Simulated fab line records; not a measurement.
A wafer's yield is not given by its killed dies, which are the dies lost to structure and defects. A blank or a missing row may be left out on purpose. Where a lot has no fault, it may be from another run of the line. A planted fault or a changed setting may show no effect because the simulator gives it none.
Tool commonality check ; flow sky130 ; 14 lots and 42 wafers in the sample

REASON IT WAS OPENED
2 of 14 lots carry a flag on the reading SD_N_TW at SKY_SD_N_TW_MEAS_12. Wafers without a fault read 3956, standard deviation 30.
Rule: flag the lot when none of its wafers has a number, or when each of its wafers that has one lies beyond 4 standard deviations from that mean. As for the other lots, they are considered sound.

lot;measured;on;SD_N_TW, wafer by wafer;flag
L880;day 27 13:22;film-metro-03;4018 4019 4014;
L882;day 28 13:23;film-metro-04;3932 3928 3917;
L884;day 29 11:48;film-metro-04;3917 3936 3917;
L885;day 29 19:06;film-metro-03;3989 3984 3976;
L887;day 30 15:55;film-metro-04;3923 3925 3919;
L889;day 31 01:47;film-metro-03;3998 4008 3997;
L890;day 31 09:25;film-metro-04;3961 3962 3960;
L891;day 31 16:19;film-metro-03;3976 3975 3967;
L892;day 32 02:26;film-metro-02;3965 3953 3960;
L895;day 32 23:45;film-metro-04;3950 3949 3957;
L898;day 34 00:24;film-metro-04;29 29 30;FLAGGED
L899;day 34 07:11;film-metro-03;30 30 30;FLAGGED
L902;day 35 04:40;film-metro-03;3982 3972 3986;
L903;day 35 11:34;film-metro-02;3997 3954 3989;
Flagged lots average 30: -3926 relative to the usual, that is -99 or more standard deviations.

LOT BY LOT: THE TOOL USED
2 process steps preceding the reading are held in the record, out of 708 steps in the route. Every cell lists first the tool, next ch and the chambers used by the sampled wafers, and last the start.
lot;flag;SKY_RES_XHIGH_STRIP_08;SKY_SD_N_STRIP_11
L880;;plasma-asher-03 ch 0,1, day 26 08:04;plasma-asher-03 ch 0,1, day 27 13:17
L882;;plasma-asher-03 ch 0,1, day 27 08:23;plasma-asher-02 ch 0,1, day 28 13:17
L884;;plasma-asher-02 ch 0,1, day 28 06:48;plasma-asher-03 ch 0,1, day 29 11:43
L885;;plasma-asher-03 ch 0,1, day 28 14:26;plasma-asher-01 ch 0,1, day 29 18:59
L887;;plasma-asher-03 ch 0,1, day 29 11:00;plasma-asher-01 ch 0,1, day 30 15:50
L889;;plasma-asher-03 ch 0,1, day 29 21:17;plasma-asher-01 ch 0, day 31 01:41
L890;;plasma-asher-03 ch 0,1, day 30 05:38;plasma-asher-03 ch 0,1, day 31 09:18
L891;;plasma-asher-03 ch 0,1, day 30 13:52;plasma-asher-01 ch 0,1, day 31 16:12
L892;;plasma-asher-03 ch 0,1, day 30 22:59;plasma-asher-02 ch 0,1, day 32 02:20
L895;;plasma-asher-03 ch 1, day 31 19:38;plasma-asher-03 ch 0,1, day 32 23:38
L898;FLAGGED;plasma-asher-04 ch 0,1, day 32 21:02;plasma-asher-03 ch 0,1, day 34 00:17
L899;FLAGGED;plasma-asher-03 ch 1, day 33 05:04;plasma-asher-02 ch 0,1, day 34 07:05
L902;;plasma-asher-02 ch 0,1, day 34 01:47;plasma-asher-01 ch 0,1, day 35 04:35
L903;;plasma-asher-02 ch 0,1, day 34 09:21;plasma-asher-03 ch 0,1, day 35 11:28
What the steps here do:
- SKY_RES_XHIGH_STRIP_08: strips in O2/N2.
- SKY_SD_N_STRIP_11: strips in O2/N2.
- SKY_SD_N_TW_MEAS_12

FLAGGED AGAINST TOTAL, ONE TOOL AT A TIME (gauges that did the reading follow at the end)
step;tool;lots run;flagged;share of the flagged lots;sound lots run after its first flagged lot
SKY_RES_XHIGH_STRIP_08;plasma-asher-02;3;0;none;-
SKY_RES_XHIGH_STRIP_08;plasma-asher-03;10;1;some;0
SKY_RES_XHIGH_STRIP_08;plasma-asher-04;1;1;some;0
SKY_SD_N_STRIP_11;plasma-asher-01;5;0;none;-
SKY_SD_N_STRIP_11;plasma-asher-02;3;1;some;0
SKY_SD_N_STRIP_11;plasma-asher-03;6;1;some;1 (L903)
SKY_SD_N_TW_MEAS_12;film-metro-02;2;0;none;-
SKY_SD_N_TW_MEAS_12;film-metro-03;6;1;some;1 (L902)
SKY_SD_N_TW_MEAS_12;film-metro-04;6;1;some;0

WHAT THE TABLE PERMITS
No row of the table ran every flagged lot.

WHAT HAD BEEN PUT IN BY THE SIMULATOR
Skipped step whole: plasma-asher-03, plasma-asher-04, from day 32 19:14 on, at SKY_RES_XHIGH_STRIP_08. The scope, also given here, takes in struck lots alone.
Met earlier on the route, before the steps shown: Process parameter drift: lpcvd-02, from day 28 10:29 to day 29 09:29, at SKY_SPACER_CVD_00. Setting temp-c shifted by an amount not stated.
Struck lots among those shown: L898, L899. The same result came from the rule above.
